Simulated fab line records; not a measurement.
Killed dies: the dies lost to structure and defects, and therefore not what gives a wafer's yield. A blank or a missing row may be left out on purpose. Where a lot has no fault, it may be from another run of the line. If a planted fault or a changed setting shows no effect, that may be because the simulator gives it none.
Chamber matching -- flow gf180mcu -- 4 sister chambers for GF_V4_ETCH_17 on rie_diel-03
The step etches SiO2 in C4F8/O2/Ar, stops on TiN, target depth 630 nm. 14 wafers are shown with their chamber, then 6 later ones without.

== WAFERS, EACH WITH ITS CHAMBER ==
wafer,chamber,oes_product_au (a.u.),bias_w (W)
L504.1,1,0.856,1198
L504.5,2,0.858,1191
L504.6,1,0.856,1197
L506.1,3,0.855,1206
L506.4,1,0.862,1195
L506.6,1,0.863,1201
L508.3,3,0.851,1206
L508.5,3,0.851,1206
L508.6,0,0.859,1198
L512.2,1,0.859,1202
L512.3,2,0.855,1204
L512.4,3,0.856,1201
L513.1,3,0.856,1193
L513.3,2,0.864,1203

SIGNATURES, as means of the wafers listed above
reading,chamber 0,chamber 1,chamber 2,chamber 3,scatter within a chamber
oes_product_au,0.85900,0.85920,0.85900,0.85380,0.00334
bias_w,1198.00,1198.60,1199.33,1202.40,5.17
Rule: for each reading, subtract the chamber's mean from the wafer's reading, divide by that reading's scatter and square the result; add these up over the readings and take the root, which gives the wafer's distance from the chamber. The wafer belongs to the nearest chamber; if the next one is less than 2 further off, it can't be placed. The scatter: take each reading less its chamber's mean, square it, sum over the shown wafers, divide by the number of wafers less the number of chambers, and take the root.

== WAFERS MISSING THEIR CHAMBER ==
wafer,oes_product_au (a.u.),bias_w (W)
L513.6,0.857,1197
L515.1,0.856,1198
L515.4,0.854,1195
L515.5,0.868,1207
L521.1,0.858,1196
L521.2,0.853,1198

== CHAMBER TAKEN BY EACH ==
wafer,from the rows above,in truth
L513.6,can't be placed: 0 or 1 or 2 or 3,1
L515.1,can't be placed: 0 or 2 or 1 or 3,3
L515.4,can't be placed: 3 or 0 or 1 or 2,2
L515.5,can't be placed: 2 or 1 or 0 or 3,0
L521.1,can't be placed: 0 or 1 or 2 or 3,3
L521.2,can't be placed: 3 or 0 or 2 or 1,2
Placed correctly: 0 of 6. Not placeable from these rows: 6 (in 6, the candidates include the true chamber). Wrongly placed: 0.
